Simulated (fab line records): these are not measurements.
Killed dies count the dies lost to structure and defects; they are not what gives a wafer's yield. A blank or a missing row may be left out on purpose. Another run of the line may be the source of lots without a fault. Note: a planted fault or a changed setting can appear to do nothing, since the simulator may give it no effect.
Chamber matching || flow gf180mcu || GF_V2_CVD_02 on pecvd-04 has 3 sister chambers
The step deposits SiO2 from TEOS, target thk 850 nm, time 94.851 s. 18 wafers are shown with their chamber, then 9 later ones without.

EACH WAFER AND ITS CHAMBER
{"wafer": "L078.1", "chamber": 1, "heater-power-outer-w (W)": 346, "heater-power-w (W)": 641, "susceptor-temp-C (C)": 399.97}
{"wafer": "L078.3", "chamber": 0, "heater-power-outer-w (W)": 361, "heater-power-w (W)": 640, "susceptor-temp-C (C)": 400.09}
{"wafer": "L078.5", "chamber": 0, "heater-power-outer-w (W)": 382, "heater-power-w (W)": 686, "susceptor-temp-C (C)": 399.83}
{"wafer": "L082.3", "chamber": 0, "heater-power-outer-w (W)": 391, "heater-power-w (W)": 672, "susceptor-temp-C (C)": 399.98}
{"wafer": "L082.4", "chamber": 2, "heater-power-outer-w (W)": 506, "heater-power-w (W)": 808, "susceptor-temp-C (C)": 400.11}
{"wafer": "L082.6", "chamber": 2, "heater-power-outer-w (W)": 537, "heater-power-w (W)": 848, "susceptor-temp-C (C)": 399.80}
{"wafer": "L086.1", "chamber": 2, "heater-power-outer-w (W)": 525, "heater-power-w (W)": 858, "susceptor-temp-C (C)": 399.97}
{"wafer": "L086.3", "chamber": 0, "heater-power-outer-w (W)": 292, "heater-power-w (W)": 544, "susceptor-temp-C (C)": 399.99}
{"wafer": "L086.6", "chamber": 2, "heater-power-outer-w (W)": 438, "heater-power-w (W)": 709, "susceptor-temp-C (C)": 399.89}
{"wafer": "L088.2", "chamber": 2, "heater-power-outer-w (W)": 530, "heater-power-w (W)": 826, "susceptor-temp-C (C)": 399.82}
{"wafer": "L088.5", "chamber": 2, "heater-power-outer-w (W)": 438, "heater-power-w (W)": 706, "susceptor-temp-C (C)": 399.90}
{"wafer": "L088.6", "chamber": 0, "heater-power-outer-w (W)": 330, "heater-power-w (W)": 614, "susceptor-temp-C (C)": 400.15}
{"wafer": "L087.1", "chamber": 0, "heater-power-outer-w (W)": 362, "heater-power-w (W)": 662, "susceptor-temp-C (C)": 400.16}
{"wafer": "L087.5", "chamber": 0, "heater-power-outer-w (W)": 286, "heater-power-w (W)": 553, "susceptor-temp-C (C)": 400.07}
{"wafer": "L087.6", "chamber": 2, "heater-power-outer-w (W)": 559, "heater-power-w (W)": 870, "susceptor-temp-C (C)": 400.19}
{"wafer": "L091.4", "chamber": 1, "heater-power-outer-w (W)": 320, "heater-power-w (W)": 593, "susceptor-temp-C (C)": 399.96}
{"wafer": "L091.5", "chamber": 0, "heater-power-outer-w (W)": 386, "heater-power-w (W)": 670, "susceptor-temp-C (C)": 399.56}
{"wafer": "L091.6", "chamber": 2, "heater-power-outer-w (W)": 579, "heater-power-w (W)": 886, "susceptor-temp-C (C)": 400.15}

SIGNATURES (means of the wafers above)
{"reading": "heater-power-outer-w", "chamber 0": 348.75, "chamber 1": 333.00, "chamber 2": 514.00, "scatter within a chamber": 45.6}
{"reading": "heater-power-w", "chamber 0": 630.12, "chamber 1": 617.00, "chamber 2": 813.88, "scatter within a chamber": 61.4}
{"reading": "susceptor-temp-C", "chamber 0": 399.9787, "chamber 1": 399.9650, "chamber 2": 399.9787, "scatter within a chamber": 0.172}
Rule: distance of a wafer from a chamber = root of the sum over the readings of ((wafer's reading minus chamber's mean) / reading's scatter) squared. If the next closest chamber is less than 2 further off than the closest, the wafer can't be placed; otherwise it belongs to the closest. The scatter: the root of (the sum of the squares of (reading less its chamber's mean) over the shown wafers, divided by (wafers less chambers)).

WAFERS WITHOUT THEIR CHAMBER
{"wafer": "L092.1", "heater-power-outer-w (W)": 342, "heater-power-w (W)": 621, "susceptor-temp-C (C)": 399.95}
{"wafer": "L092.3", "heater-power-outer-w (W)": 372, "heater-power-w (W)": 661, "susceptor-temp-C (C)": 400.22}
{"wafer": "L092.4", "heater-power-outer-w (W)": 569, "heater-power-w (W)": 842, "susceptor-temp-C (C)": 400.03}
{"wafer": "L094.3", "heater-power-outer-w (W)": 327, "heater-power-w (W)": 572, "susceptor-temp-C (C)": 399.91}
{"wafer": "L094.5", "heater-power-outer-w (W)": 434, "heater-power-w (W)": 731, "susceptor-temp-C (C)": 399.85}
{"wafer": "L094.6", "heater-power-outer-w (W)": 330, "heater-power-w (W)": 563, "susceptor-temp-C (C)": 399.88}
{"wafer": "L097.2", "heater-power-outer-w (W)": 338, "heater-power-w (W)": 569, "susceptor-temp-C (C)": 399.85}
{"wafer": "L097.3", "heater-power-outer-w (W)": 316, "heater-power-w (W)": 551, "susceptor-temp-C (C)": 399.85}
{"wafer": "L097.5", "heater-power-outer-w (W)": 348, "heater-power-w (W)": 625, "susceptor-temp-C (C)": 400.06}

WHICH CHAMBER EACH WENT THROUGH
{"wafer": "L092.1", "from the rows above": "can't be placed: 1 or 0", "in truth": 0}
{"wafer": "L092.3", "from the rows above": "can't be placed: 0 or 1", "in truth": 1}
{"wafer": "L092.4", "from the rows above": 2, "in truth": 2}
{"wafer": "L094.3", "from the rows above": "can't be placed: 1 or 0", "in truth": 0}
{"wafer": "L094.5", "from the rows above": "can't be placed: 2 or 0 or 1", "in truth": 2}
{"wafer": "L094.6", "from the rows above": "can't be placed: 1 or 0", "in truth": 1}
{"wafer": "L097.2", "from the rows above": "can't be placed: 1 or 0", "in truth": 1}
{"wafer": "L097.3", "from the rows above": "can't be placed: 1 or 0", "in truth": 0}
{"wafer": "L097.5", "from the rows above": "can't be placed: 0 or 1", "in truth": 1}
Correctly placed: 1 of 9. These rows do not allow placing 8 (true chamber among the candidates in 8). Wrongly placed: 0.
